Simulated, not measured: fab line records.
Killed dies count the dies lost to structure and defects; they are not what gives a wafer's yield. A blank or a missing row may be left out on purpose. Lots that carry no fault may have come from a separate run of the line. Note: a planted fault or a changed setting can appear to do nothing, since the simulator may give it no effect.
Matching of chambers / flow gf180mcu / GF_V5_CVD_02 on pecvd-01 has 3 sister chambers
The step deposits SiO2 from TEOS, target thk 1450 nm, time 163.28 s. 3 wafers are shown with their chamber, then 7 later ones without.

== WAFERS PAIRED WITH THEIR CHAMBERS ==
wafer=L895.5; chamber=1; heater-power-w (W)=600
wafer=L896.1; chamber=2; heater-power-w (W)=497
wafer=L896.2; chamber=0; heater-power-w (W)=515

== WAFERS MISSING THEIR CHAMBER ==
wafer=L896.5; heater-power-w (W)=740
wafer=L898.1; heater-power-w (W)=736
wafer=L898.3; heater-power-w (W)=467
wafer=L898.4; heater-power-w (W)=408
wafer=L904.2; heater-power-w (W)=509
wafer=L904.4; heater-power-w (W)=780
wafer=L904.5; heater-power-w (W)=413

== EACH ONE'S CHAMBER ==
wafer=L896.5; from the rows above=can't be placed: 1 or 0 or 2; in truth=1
wafer=L898.1; from the rows above=can't be placed: 1 or 0 or 2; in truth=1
wafer=L898.3; from the rows above=can't be placed: 2 or 0 or 1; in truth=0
wafer=L898.4; from the rows above=can't be placed: 2 or 0 or 1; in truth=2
wafer=L904.2; from the rows above=can't be placed: 0 or 2 or 1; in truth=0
wafer=L904.4; from the rows above=can't be placed: 1 or 0 or 2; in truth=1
wafer=L904.5; from the rows above=can't be placed: 2 or 0 or 1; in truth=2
Correctly placed: 0 of 7. Unplaceable from these rows: 7, with the true chamber sitting among the candidates in 7. Number placed wrongly: 0.
How it was worked out, from the rows above alone: a wafer's distance from a chamber is the root of the sum, over the readings, of the square of ((its reading less the chamber's mean) divided by the reading's scatter). The wafer belongs to the nearest chamber; if the next one is less than 2 further off, it can't be placed. For every chamber, the mean is computed from those of its wafers that are shown. The scatter: with one shown wafer a chamber, the root of the mean of the squares of how far each hidden wafer lies from its nearest shown one.
